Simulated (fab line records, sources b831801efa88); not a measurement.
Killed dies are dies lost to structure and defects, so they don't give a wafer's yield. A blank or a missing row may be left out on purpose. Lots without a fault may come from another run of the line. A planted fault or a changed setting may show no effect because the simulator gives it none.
Tool commonality check | flow gf180mcu | 11 lots, 33 wafers sampled

WHY IT WAS OPENED
At GF_VT_IMPLANT_TW_MEAS_43 the reading VT_IMPLANT_4_TW is flagged on 1 of 11 lots. Wafers without a fault read 697, standard deviation 5.1.
Rule: a lot is flagged when every wafer of it that has a number lies more than 4 standard deviations from that mean, or none has a number. The other lots count as sound.

lot  | measured     | on            | VT_IMPLANT_4_TW, wafer by wafer | flag
L853 | day 7 18:47  | film_metro-04 | 699 697 693                     |
L854 | day 7 23:23  | film_metro-02 | 705 703 699                     |
L856 | day 8 17:35  | film_metro-03 | 699 695 699                     |
L857 | day 9 03:36  | film_metro-03 | 700 703 702                     |
L860 | day 9 16:29  | film_metro-04 | 693 694 689                     |
L862 | day 10 07:37 | film_metro-03 | 696 701 699                     |
L868 | day 12 00:14 | film_metro-04 | 696 690 690                     |
L870 | day 12 12:43 | film_metro-03 | 701 704 701                     |
L871 | day 12 20:08 | film_metro-03 | 701 698 700                     |
L872 | day 13 00:29 | film_metro-04 | 30 30 30                        | FLAGGED
L875 | day 13 23:43 | film_metro-04 | 692 696 694                     |
The numbers of the flagged lots are 30 on average: -667 against the usual, or -99 or more standard deviations.

WHICH TOOL RAN EACH LOT
The record holds 2 process steps before the reading, out of a route of 602 steps. In each cell: the tool, then ch and the chambers that the sampled wafers went through, then the start.
lot  | flag    | GF_VT_IMPLANT_STRIP_31               | GF_VT_IMPLANT_STRIP_42
L853 |         | plasma_asher-04 ch 0,1, day 7 01:35  | plasma_asher-04 ch 0,1, day 7 18:41
L854 |         | plasma_asher-03 ch 0,1, day 7 06:41  | plasma_asher-04 ch 0,1, day 7 23:17
L856 |         | plasma_asher-02 ch 0,1, day 8 00:08  | plasma_asher-03 ch 0,1, day 8 17:29
L857 |         | plasma_asher-02 ch 0,1, day 8 09:57  | plasma_asher-04 ch 0,1, day 9 03:30
L860 |         | plasma_asher-04 ch 0,1, day 8 22:26  | plasma_asher-04 ch 0,1, day 9 16:22
L862 |         | plasma_asher-04 ch 0,1, day 9 13:34  | plasma_asher-03 ch 0,1, day 10 07:31
L868 |         | plasma_asher-02 ch 0,1, day 11 04:52 | plasma_asher-04 ch 0,1, day 12 00:07
L870 |         | plasma_asher-02 ch 0,1, day 11 16:29 | plasma_asher-04 ch 0,1, day 12 12:37
L871 |         | plasma_asher-03 ch 0, day 11 23:49   | plasma_asher-03 ch 0,1, day 12 20:02
L872 | FLAGGED | plasma_asher-02 ch 0,1, day 12 05:08 | plasma_asher-03 ch 0,1, day 13 00:23
L875 |         | plasma_asher-04 ch 0,1, day 13 02:56 | plasma_asher-03 ch 0,1, day 13 23:37
What these steps do:
- GF_VT_IMPLANT_STRIP_31: strips in O2/N2.
- GF_VT_IMPLANT_STRIP_42: strips in O2/N2.
- GF_VT_IMPLANT_TW_MEAS_43

FLAGGED OVER TOTAL, TOOL BY TOOL (the gauges that took the reading come last)
step                     | tool            | lots run | flagged | share of the flagged lots | sound lots run after its first flagged lot
GF_VT_IMPLANT_STRIP_31   | plasma_asher-02 | 5        | 1       | all                       | 0
GF_VT_IMPLANT_STRIP_31   | plasma_asher-03 | 2        | 0       | none                      | -
GF_VT_IMPLANT_STRIP_31   | plasma_asher-04 | 4        | 0       | none                      | -
GF_VT_IMPLANT_STRIP_42   | plasma_asher-03 | 5        | 1       | all                       | 1 (L875)
GF_VT_IMPLANT_STRIP_42   | plasma_asher-04 | 6        | 0       | none                      | -
GF_VT_IMPLANT_TW_MEAS_43 | film_metro-02   | 1        | 0       | none                      | -
GF_VT_IMPLANT_TW_MEAS_43 | film_metro-03   | 5        | 0       | none                      | -
GF_VT_IMPLANT_TW_MEAS_43 | film_metro-04   | 5        | 1       | all                       | 1 (L875)

WHAT THE TABLE ALLOWS
3 rows of the table ran every flagged lot: plasma_asher-02 at GF_VT_IMPLANT_STRIP_31, plasma_asher-03 at GF_VT_IMPLANT_STRIP_42, film_metro-04 at GF_VT_IMPLANT_TW_MEAS_43.
- plasma_asher-02 at GF_VT_IMPLANT_STRIP_31: 1 of its 5 lots flagged. Its last sound lot is L870 (day 11 16:29), its first flagged lot L872 (day 12 05:08): a fault that began between those two fits. Its own readings lie more than 4 standard deviations out on every wafer of the flagged lots: oes_product_au.
- plasma_asher-03 at GF_VT_IMPLANT_STRIP_42: 1 of its 5 lots flagged. Sound lots ran on it after the first flagged one (L875), which a lasting fault on the whole tool wouldn't allow. Its own readings lie more than 4 standard deviations out on every wafer of the flagged lots: strip_time_to_endpoint_s.
- film_metro-04 at GF_VT_IMPLANT_TW_MEAS_43: 1 of its 5 lots flagged. Sound lots ran on it after the first flagged one (L875), which a lasting fault on the whole tool wouldn't allow.
One tool is left: plasma_asher-02 at GF_VT_IMPLANT_STRIP_31.

WHAT THE SIMULATOR HAD PUT IN
Strip aborted: plasma_asher-02, from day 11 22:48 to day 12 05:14, at GF_VT_IMPLANT_STRIP_31. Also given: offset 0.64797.
Lots struck among those shown: L872. The rule above found the same.
